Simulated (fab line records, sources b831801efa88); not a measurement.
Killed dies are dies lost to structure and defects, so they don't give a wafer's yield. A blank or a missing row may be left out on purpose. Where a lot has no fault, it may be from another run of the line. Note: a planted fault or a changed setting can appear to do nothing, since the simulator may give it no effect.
8D (eight disciplines) problem report, filled in by code :: flow gf180mcu :: the parts of the form that need people (team, actions taken, sign-off) are left out

## 1. WHAT WENT WRONG
M1_ALCU_THK at GF_M1_THK_MEAS_06 reads a mean of 424 nm on 2 wafers of 1 lot; wafers without a fault read 447 nm with a standard deviation of 5.3. That puts it -4.2 standard deviations away from the usual mean.
The step: measures by xrf.
First seen on wafer L989.1, day 23 19:25, on film-metro-02. The record holds 33 wafers of 11 lots with a number at this step. Rule for "out", or "out of limits": more than 4 standard deviations from the usual mean. All remaining wafers that have a number are taken as sound.

## 2. WHAT IT IS, AND WHAT IT ISN'T
question: which readings at this step
is: M1_ALCU_THK
is not: -

question: which lots
is: L989
is not: L969, L970, L971, L972, L974, L975, L976, L979, L980, L991

question: which wafers of those lots
is: L989.1, L989.6
is not: L989.3

question: read on which gauges
is: film-metro-02
is not: film-metro-03, film-metro-04

question: when
is: from day 23 19:25
is not: up to then (28 sound wafers); but 3 sound wafers of L991 came after

## 3. WHAT RULES OUT EACH SUSPECT
Counting: any tool at a process step up to the reading remains a suspect provided it ran every lot that is out. Sound lots after the first of them don't rule it out here, since some wafers of a struck lot are sound.
- ruled out: the gauge at GF_M1_THK_MEAS_06. All the wafers that are out were read on film-metro-02, but those of them that GF_M1_SPUTTER_04 has rows for are out there too, on other tools.
- cmp-01 at GF_CONTACT_CMP_27 (polishes, stops on SiO2, t overpolish 15 s, target thk 0 nm): kept. It ran the lot that is out, L989 (day 23 17:04); its last sound lot up to then is L979 (day 20 17:21).
- pvd-sputter-04 at GF_M1_SPUTTER_04 (material TiN, target thk 50 nm, time 41.7 s): kept. It ran the lot that is out, L989 (day 23 17:27); its last sound lot up to then is L979 (day 20 17:50). Its own readings are out on those wafers: cathode-dc-power-W.
- Within cmp-01 at GF_CONTACT_CMP_27: the wafers that are out ran in chambers 1, 3; their sound lot-mates ran in chamber 2.
The count leaves pvd-sputter-04 at GF_M1_SPUTTER_04 and cmp-01 at GF_CONTACT_CMP_27.

## 4. THE CAUSE (what the simulator had put in)
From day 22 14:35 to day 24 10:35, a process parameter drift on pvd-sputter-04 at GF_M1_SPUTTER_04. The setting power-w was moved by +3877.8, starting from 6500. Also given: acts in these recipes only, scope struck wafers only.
After counting, 2 suspects remain, this tool included.

## 5. THE EFFECT CHAIN, in route order
One row per reading whose mean, taken over the struck wafers that have a number, lies over 3 standard deviations from the usual. Scope: only readings with a usual standard deviation given in the record; hours: median across lots of the time from each lot's start at the first step in this table that gives one to its start at this step; sigmas: change in usual standard deviations.
hours: 0
step: GF_M1_SPUTTER_04
reading: cathode-dc-power-W
usual: 6500.0 W
on struck wafers: 10376.5
change: +3876.5
sigmas: +99 or more

hours: 2
step: GF_M1_THK_MEAS_06
reading: M1_ALCU_THK
usual: 447 nm
on struck wafers: 424
change: -22
sigmas: -4.2
Its process steps:
- GF_M1_SPUTTER_04: material TiN, target thk 50 nm, time 41.7 s.
Later steps that measure or inspect, where all struck wafers having a row at the step show a number for every such reading and not one has moved that far: GF_M1_CD_MEAS_14.

## 6. HOW IT WOULD HAVE BEEN CAUGHT EARLIER
Counted from the fault's start at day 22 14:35, it took 29 hours until the first out-of-limits reading at a measuring or inspecting step in this record, taken at day 23 19:25.
Tool's own readings at GF_M1_SPUTTER_04, cathode-dc-power-W: out on all struck wafers the step has rows for; an alarm limit on them would have tripped on the first.
The start of GF_M1_SPUTTER_04 on pvd-sputter-04 came by day 23 19:25 for every one of the lots that are out (1). A hold on the tool at that time would have spared none of them.
